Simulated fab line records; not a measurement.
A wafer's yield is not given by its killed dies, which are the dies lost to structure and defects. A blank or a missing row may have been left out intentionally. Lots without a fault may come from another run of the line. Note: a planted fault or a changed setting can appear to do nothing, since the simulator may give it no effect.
fab line records ; flow sky130
[record] lots = 7; wafers = 21; lastDay = 50
route steps=708 shown PWDE@48 NWELL@56
lots that met no fault: from a run of the same line without faults
startH: hours from the record's first day to the start of the lot's first wafer shown ; waitH: time in hours since the lot's previous step ; " identical to the entry in the row above ; L1.1+2: one row covering several wafers at once ; - value missing, or start not given ; * or withheld: withheld ; < > ~ a bound
route shown NAME@n: names a module that has steps shown in the file, with the first one's number in the route ; usual: mean and standard deviation over wafers with no fault ; same: alike in all rows ; chamber/n: place in a boat ; sites: per-site readings ; _std_site: the standard deviation of these ; _edge_site: mean of outer sites minus mean of inner sites ; radiusMm: how far each site lies from the wafer's centre ; mask NAME#n: copy n ; behind: the last tool/chamber to shape the wafer ; hold: reason for holding the lot/hours on hold/outcome of the hold ; device: which transistor (n, p or np) failed to switch ; end of line: the same wafers' tests at the end of the route ; a step with no rows: only its recipe ; killed: count of dies lost to structure and defects at first sort (not the wafer's yield) ; map: the dies of a wafer, with x for killed, . for not killed, _ for no die there
set.NAME: setting as actually run; set.NAME@STEP: the setting as run at that earlier step ; model.NAME: the simulator's own value behind a step, which no gauge read
lots at selected steps of the route; one table per step, one row per wafer
services: from which hour (startH, from the record's first day; less than 0 if before it) a tool's chamber was out of use, for how many hours, and why
[[steps]]
[step SKY_PWDE_SOFTBAKE_03]
[recipe] tempC = 110; timeS = withheld
[step SKY_PWDE_EXPOSE_04]
[recipe] maskId = PWDEM; na = 0.6; sourceShape = conventional; sigmaOuter = 0.6; polarization = unpolarized; targetCdNm = 840; doseMj = 214
[step SKY_PWDE_PEB_05]
[recipe] tempC = 115; timeS = withheld
[step SKY_PWDE_DEVELOP_06]
[recipe] wallAngleDeg = 90; developer = TMAH; developTimeS = 60; devTempC = 23
[step SKY_PWDE_OVL_MEAS_07]
[usual] PWDE_OVL = -0.6/1.2
lot.wafer;tool;chamber;startH;waitH;PWDE_OVL[nm]
L684.3;overlay-02;-;102.51;-;0.1
L684.5;overlay-02;-;102.51;-;-0.6
L684.6;overlay-02;-;102.51;-;0.5
L690.2;overlay-01;-;138.61;-;0.9
L690.5;overlay-01;-;138.61;-;0.0
L690.6;overlay-01;-;138.61;-;0.4
L692.1;overlay-01;-;144.90;-;0.4
L692.4;overlay-01;-;144.90;-;-0.2
L692.5;overlay-01;-;144.90;-;2.8
L698.3;overlay-01;-;182.46;-;-0.4
L698.4;overlay-01;-;182.46;-;-1.3
L698.5;overlay-01;-;182.46;-;-0.9
L699.1;overlay-02;-;189.65;-;0.5
L699.2;overlay-02;-;189.65;-;-0.6
L699.5;overlay-02;-;189.65;-;0.0
L700.1;overlay-01;-;194.65;-;-1.1
L700.3;overlay-01;-;194.65;-;-2.2
L700.6;overlay-01;-;194.65;-;-2.7
L701.2;overlay-02;-;199.86;-;-1.9
L701.5;overlay-02;-;199.86;-;-1.3
L701.6;overlay-02;-;199.86;-;-2.6
[step SKY_PWDE_IMPLANT_08]
[recipe] species = B; energyKev = 150; doseCm2 = 3.6e+12; tiltDeg = withheld
[step SKY_PWDE_STRIP_09]
[recipe] chemistry = O2/N2; powerW = 1400; pressureMtorr = 1500; platenTempC = withheld; o2FlowSccm = 3000; n2FlowSccm = 300; overashFraction = 0.5
[usual] drypumpMotorCurrentA = 5.31/0.28; oesProductAu = 0.723/0.0043; stripTimeToEndpointS = 36.95/0.11
[same] overashFraction = 0.5
lot.wafer;tool;chamber;startH;waitH;drypumpMotorCurrentA;oesProductAu;rfHoursCounterH;stripTimeToEndpointS
L684.3;plasmaAsher-02;0;102.72;0.1;5.42;0.716;-;36.92
L684.5;plasmaAsher-02;0;102.72;0.1;5.42;0.722;-;36.88
L684.6;plasmaAsher-02;1;102.72;0.1;5.20;0.723;-;36.91
L690.2;plasmaAsher-01;0;138.79;0.1;5.56;0.712;33;36.91
L690.5;plasmaAsher-01;1;138.79;0.1;4.89;0.728;-;36.95
L690.6;plasmaAsher-01;0;138.79;0.1;5.57;0.716;-;36.99
L692.1;plasmaAsher-01;0;145.09;0.1;5.55;0.724;33;36.88
L692.4;plasmaAsher-01;0;145.09;0.1;5.55;0.728;-;37.01
L692.5;plasmaAsher-01;0;145.09;0.1;5.56;0.727;-;37.12
L698.3;plasmaAsher-01;1;182.67;0.1;4.91;0.728;-;36.78
L698.4;plasmaAsher-01;0;182.67;0.1;5.56;0.726;-;36.81
L698.5;plasmaAsher-01;0;182.67;0.1;5.56;0.726;-;36.85
L699.1;plasmaAsher-01;1;189.84;0.1;4.91;0.726;37;36.93
L699.2;plasmaAsher-01;0;189.84;0.1;5.57;0.728;37;36.88
L699.5;plasmaAsher-01;0;189.84;0.1;5.57;0.717;-;36.95
L700.1;plasmaAsher-01;0;194.84;0.1;5.56;0.720;38;37.13
L700.3;plasmaAsher-01;1;194.84;0.1;4.92;0.723;-;36.99
L700.6;plasmaAsher-01;0;194.84;0.1;5.56;0.721;-;37.02
L701.2;plasmaAsher-01;0;200.04;0.1;5.56;0.721;38;36.87
L701.5;plasmaAsher-01;0;200.04;0.1;5.57;0.728;-;36.96
L701.6;plasmaAsher-01;1;200.04;0.1;4.90;0.724;-;36.87
[step SKY_PWDE_TW_MEAS_10]
[usual] PWDE_TW = 374/5.9
lot.wafer;tool;chamber;startH;waitH;PWDE_TW
L684.3;filmMetro-04;-;102.81;0.1;381
L684.5;filmMetro-04;-;102.81;0.1;381
L684.6;filmMetro-04;-;102.81;0.1;381
L690.2;filmMetro-03;-;138.90;0.1;377
L690.5;filmMetro-03;-;138.90;0.1;378
L690.6;filmMetro-03;-;138.90;0.1;377
L692.1;filmMetro-01;-;145.19;0.1;368
L692.4;filmMetro-01;-;145.19;0.1;371
L692.5;filmMetro-01;-;145.19;0.1;370
L698.3;filmMetro-01;-;182.76;0.1;367
L698.4;filmMetro-01;-;182.76;0.1;365
L698.5;filmMetro-01;-;182.76;0.1;366
L699.1;filmMetro-03;-;189.94;0.1;376
L699.2;filmMetro-03;-;189.94;0.1;379
L699.5;filmMetro-03;-;189.94;0.1;377
L700.1;filmMetro-04;-;194.94;0.1;379
L700.3;filmMetro-04;-;194.94;0.1;376
L700.6;filmMetro-04;-;194.94;0.1;377
L701.2;filmMetro-01;-;200.15;0.1;367
L701.5;filmMetro-01;-;200.15;0.1;367
L701.6;filmMetro-01;-;200.15;0.1;366
[step SKY_NWELL_DEHYDRATE_03]
[recipe] tempC = 200; timeS = 60
[step SKY_NWELL_HMDS_04]
[recipe] primeTimeS = 60; primeTempC = 120
[step SKY_NWELL_COAT_05]
[recipe] spinRpm = 2000; resistThkNm = 3000
[step SKY_NWELL_SOFTBAKE_06]
[recipe] tempC = 110; timeS = withheld
[step SKY_NWELL_EXPOSE_07]
[recipe] maskId = NWM; na = 0.6; sourceShape = conventional; sigmaOuter = 0.6; polarization = unpolarized; targetCdNm = 840; doseMj = 255
[usual] exposureDoseMJCm2 = 255.00/0.25; focusOffsetNm = 0.1/0.55; stageVelMmS = 499.96/0.26
lot.wafer;tool;chamber;startH;waitH;mask;exposureDoseMJCm2;focusOffsetNm;stageVelMmS
L684.3;ilineStepper-01;0;111.69;-;NWM#0;255.05;-0.6;500.06
L684.5;ilineStepper-01;0;111.69;-;NWM#0;254.89;-0.5;499.77
L684.6;ilineStepper-01;0;111.69;-;NWM#0;254.92;-0.4;499.79
L690.2;ilineStepper-01;0;147.35;-;NWM#0;254.64;-0.2;499.92
L690.5;ilineStepper-01;0;147.35;-;NWM#0;254.95;0.3;499.56
L690.6;ilineStepper-01;0;147.35;-;NWM#0;255.01;0.0;499.69
L692.1;ilineStepper-01;0;153.78;-;NWM#0;254.93;-0.1;499.95
L692.4;ilineStepper-01;0;153.78;-;NWM#0;254.93;-0.7;500.19
L692.5;ilineStepper-01;0;153.78;-;NWM#0;254.67;-0.4;500.38
L698.3;ilineStepper-01;-;193.59;-;NWM#0;-;-;-
L698.4;ilineStepper-01;-;193.59;-;NWM#0;-;-;-
L698.5;ilineStepper-01;-;193.59;-;NWM#0;-;-;-
L699.1;ilineStepper-02;-;200.80;-;NWM#0;-;-;-
L699.2;ilineStepper-02;-;200.80;-;NWM#0;-;-;-
L699.5;ilineStepper-02;-;200.80;-;NWM#0;-;-;-
L700.1;ilineStepper-02;-;205.40;-;NWM#0;-;-;-
L700.3;ilineStepper-02;-;205.40;-;NWM#0;-;-;-
L700.6;ilineStepper-02;-;205.40;-;NWM#0;-;-;-
L701.2;ilineStepper-01;0;211.02;-;NWM#0;255.03;0.4;500.34
L701.5;ilineStepper-01;0;211.02;-;NWM#0;255.20;0.4;499.91
L701.6;ilineStepper-01;0;211.02;-;NWM#0;255.20;-0.3;500.24
[step SKY_NWELL_PEB_08]
[recipe] tempC = 115; timeS = withheld
[[services]]
tool;chamber;startH;hours;kind
plasmaAsher-02;-;108.75;9.0;pm
plasmaAsher-02;0;108.75;9.0;ventCycle
plasmaAsher-02;1;108.75;9.0;ventCycle
plasmaAsher-02;0;117.75;-;clean
plasmaAsher-02;1;117.75;-;clean
ilineStepper-02;-;140.79;3.2;repair
plasmaAsher-02;-;148.75;1.9;repair
plasmaAsher-01;-;188.45;0.8;repair
[[key]]
[firstSign] step = SKY_NWELL_EXPOSE_07; reading = toolRecord; direction = missing
effect none on later readings
metAt SKY_NWELL_EXPOSE_07
struckWafers L698.3,L698.4,L698.5,L699.1,L699.2,L699.5,L700.1,L700.3,L700.6
sortLeftOut L698.3,L698.4,L698.5,L699.1,L699.2,L699.5,L700.1,L700.3,L700.6
testerLeftOut L698,L699,L700
onsetBetween 153.78 193.59
[fault] kind = skippedStepWhole; tool = ilineStepper-01,ilineStepper-02; chamber = -; onsetH = 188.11; steps = SKY_NWELL_EXPOSE_07; scope = struckLotsOnly
// testerLeftOut: of these lots the tester's yield and bins aren't shown, on N5 and GAA mostly nor the transistor test; their killed dies are dies lost to structure and defects alone, not to doping, threshold or leakage, so they don't give the yield
// sortLeftOut: the simulated sort isn't trusted on such a fault, so these wafers' sort isn't shown, and their yield isn't known
